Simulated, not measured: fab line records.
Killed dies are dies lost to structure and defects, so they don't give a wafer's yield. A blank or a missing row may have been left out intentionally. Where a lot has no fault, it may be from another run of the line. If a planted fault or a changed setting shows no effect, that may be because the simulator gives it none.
Which tool was responsible?    flow sky130    Sampling: 12 lots, 35 wafers, 6 of 708 route steps

== WHAT THE GAUGES SHOWED, per wafer ==
SKY_POLY_GATE_OVL_MEAS_14.
lot   measured      on          POLY_GATE_OVL (nm)
L729  day 15 22:17  overlay-02  5 3 2
L730  day 16 10:46  overlay-01  6 0 2
L732  day 18 14:41  overlay-01  11 -1 3
L738  day 19 13:18  overlay-02  -3 1 -4
L737  day 19 13:40  overlay-01  14 11 3
L739  day 19 19:57  overlay-02  19 9 13
L740  day 20 10:04  overlay-01  0 -1 9
L742  day 20 19:58  overlay-02  14 4
L743  day 21 10:08  overlay-02  -4 3 -6
L748  day 23 18:26  overlay-01  11 6 -3
L751  day 24 09:50  overlay-02  4 -2 -7
L752  day 24 12:08  overlay-02  7 3 -5

SKY_LDD_P_CD_MEAS_07 targets a cd of 380 nm.
lot   measured      on         cd_nm (nm)
L729  day 18 11:10  cd_sem-01  379.8 380.1 381.9
L730  day 19 03:38  cd_sem-02  378.7 377.1 378.2
L732  day 21 11:08  cd_sem-02  382.7 379.8 380.6
L738  day 22 05:56  cd_sem-01  380.8 381.5 380.8
L737  day 22 06:52  cd_sem-01  382.0 379.6 379.4
L739  day 22 13:40  cd_sem-01  381.9 380.7 380.9
L740  day 23 01:06  cd_sem-02  383.7 382.3 380.3
L742  day 23 12:33  cd_sem-01  382.0 380.5
L743  day 24 01:31  cd_sem-01  383.7 385.0 379.8
L748  day 26 06:53  cd_sem-02  380.7 382.2 383.5
L751  day 26 22:27  cd_sem-02  379.8 382.6 377.9
L752  day 27 00:53  cd_sem-01  378.8 383.1 383.3

SKY_LI_CONTACT_BOW_MEAS_03.
lot   measured      on             LI_CONTACT_BOW (um)
L729  day 27 09:52  film_metro-03  45 58 55
L730  day 28 00:58  film_metro-03  59 56 56
L732  day 30 04:50  film_metro-03  58 52 50
L738  day 30 22:08  film_metro-03  55 54 48
L737  day 30 22:25  film_metro-03  64 44 53
L739  day 31 04:37  film_metro-02  77 60 54 - - -
L740  day 31 14:44  film_metro-01  53 58 61 - - -
L742  day 31 23:26  film_metro-01  55 56 - -
L743  day 32 13:03  film_metro-01  45 56 47
L748  day 34 14:35  film_metro-02  51 45 51
L751  day 35 03:39  film_metro-02  50 53 62
L752  day 35 08:55  film_metro-03  56 50 43

SKY_LOCAL_INTERCONNECT_CD_MEAS_11 targets a cd of 170 nm.
lot   measured      on         cd_nm (nm)
L729  day 29 19:17  cd_sem-01  170.2 170.9 170.1
L730  day 30 10:35  cd_sem-01  172.7 169.3 172.7
L732  day 32 13:07  cd_sem-01  170.9 171.4 172.1
L738  day 33 07:57  cd_sem-02  169.6 170.0 169.5
L737  day 33 08:08  cd_sem-02  170.0 170.1 168.6
L739  day 33 11:47  cd_sem-01  167.5 168.8 168.3
L740  day 33 21:37  cd_sem-02  167.7 170.1 169.9
L742  day 34 07:18  cd_sem-01  170.6 170.7
L743  day 34 19:42  cd_sem-02  170.7 170.8 168.9
L748  day 36 20:05  cd_sem-01  170.6 170.0 171.8
L751  day 37 09:49  cd_sem-02  165.5 168.3 167.2
L752  day 37 14:36  cd_sem-01  172.2 172.5 172.3

== TOOL THAT RAN EACH LOT (tool first, then ch and the chambers of the sampled wafers, then the start) ==
lot   SKY_LI_CONTACT_CMP_02          SKY_LI_CONTACT_ETCH_15
L729  cmp-02 ch 0,2,3, day 27 09:34  rie_diel-01 ch 0,2, day 28 14:41
L730  cmp-01 ch 0,1,3, day 28 00:40  rie_diel-01 ch 1,2,3, day 29 05:29
L732  cmp-02 ch 1,2, day 30 04:31    rie_diel-01 ch 0,1, day 31 09:01
L738  cmp-02 ch 1,3, day 30 21:52    rie_diel-03 ch 0,1,2, day 32 02:28
L737  cmp-01 ch 0,1,2, day 30 22:05  rie_diel-01 ch 1,3, day 32 02:49
L739  cmp-02 ch 0,1,3, day 31 04:19  rie_diel-01 ch 0,1,2, day 32 08:23
L740  cmp-02 ch 0,2,3, day 31 14:25  rie_diel-01 ch 1,2,3, day 32 18:17
L742  cmp-02 ch 1,3, day 31 23:11    rie_diel-04 ch 2, day 33 02:59
L743  cmp-01 ch 0,2,3, day 32 12:45  rie_diel-04 ch 0,3, day 33 15:56
L748  cmp-01 ch 1,2,3, day 34 14:20  rie_diel-04 ch 0,1,3, day 35 17:04
L751  cmp-01 ch 0,3, day 35 03:20    rie_diel-04 ch 0,1, day 36 06:17
L752  cmp-01 ch 1,2,3, day 35 08:37  rie_diel-03 ch 0,1,3, day 36 11:05
- SKY_LI_CONTACT_CMP_02: polishes PSG.
- SKY_LI_CONTACT_ETCH_15: etches PSG in C4F8/O2/Ar, stops on Si, target depth 600 nm.

== WHAT THE TOOLS THEMSELVES READ (means of the sampled wafers that have a number; where no wafer has one, the mark that the record gives instead) ==
SKY_LI_CONTACT_CMP_02.
lot   tool    motor_current_A (A)  slurry_flow_ml_min  time_to_endpoint_s (s)
L729  cmp-02  11.1                 150.2               32.6
L730  cmp-01  13.5                 149.9               33.0
L732  cmp-02  12.1                 149.9               31.6
L738  cmp-02  11.5                 150.4               35.3
L737  cmp-01  12.7                 149.5               34.3
L739  cmp-02  11.2                 149.6               34.6
L740  cmp-02  10.9                 150.2               34.1
L742  cmp-02  11.4                 150.4               36.8
L743  cmp-01  13.1                 149.6               34.7
L748  cmp-01  14.2                 150.6               32.8
L751  cmp-01  12.4                 149.5               32.1
L752  cmp-01  14.2                 150.3               35.8

SKY_LI_CONTACT_ETCH_15.
lot   tool         chamber_pressure_mTorr (mTorr)  oes_product_au (a.u.)
L729  rie_diel-01  40.01                           0.836
L730  rie_diel-01  40.04                           0.835
L732  rie_diel-01  39.99                           0.836
L738  rie_diel-03  40.03                           0.835
L737  rie_diel-01  39.98                           0.838
L739  rie_diel-01  40.01                           0.869
L740  rie_diel-01  40.02                           0.864
L742  rie_diel-04  40.00                           0.881
L743  rie_diel-04  39.98                           0.835
L748  rie_diel-04  40.00                           0.844
L751  rie_diel-04  39.99                           0.836
L752  rie_diel-03  40.03                           0.838

== THE ANSWER, worked out from the rows above alone ==
Rule: what is usual is taken from the lots themselves. The widest of any qualifying gaps counts: lots, ordered by their means at a reading, are off when they make up no more than a third of the lots, leave a main group of 4 or more, and stand apart from it by 3 or more times the standard deviation of that group's means. The tables above print the reading to a certain number of digits; a main group whose means all agree to those digits is not used. A lot without any number at a reading at which 4 lots or more have one is off too. Where the step has rows for the other lots, those lots are counted as sound. First the gauges in route order, then the tools' own readings, where a lot's mean is used as printed above. At the first step where some lot is off, the reading lying furthest off is the one used; lots without a number count as furthest.
Off at SKY_LI_CONTACT_ETCH_15 (oes_product_au): L739, L740, L742. The main group: mean 0.837 a.u., standard deviation 0.0027.
A tool fits if, at that step or a process step before it, it ran every lot that is off, and no sound lot after the first of them. One fits: SKY_LI_CONTACT_CMP_02 on cmp-02. A fault onset in the window from L738 (day 30 21:52, its last sound lot) to L739 (day 31 04:19, its first lot off) fits.

== WHAT THE SIMULATOR HAD PUT IN ==
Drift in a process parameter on cmp-02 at SKY_LI_CONTACT_CMP_02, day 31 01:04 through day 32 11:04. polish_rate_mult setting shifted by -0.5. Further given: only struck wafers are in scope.
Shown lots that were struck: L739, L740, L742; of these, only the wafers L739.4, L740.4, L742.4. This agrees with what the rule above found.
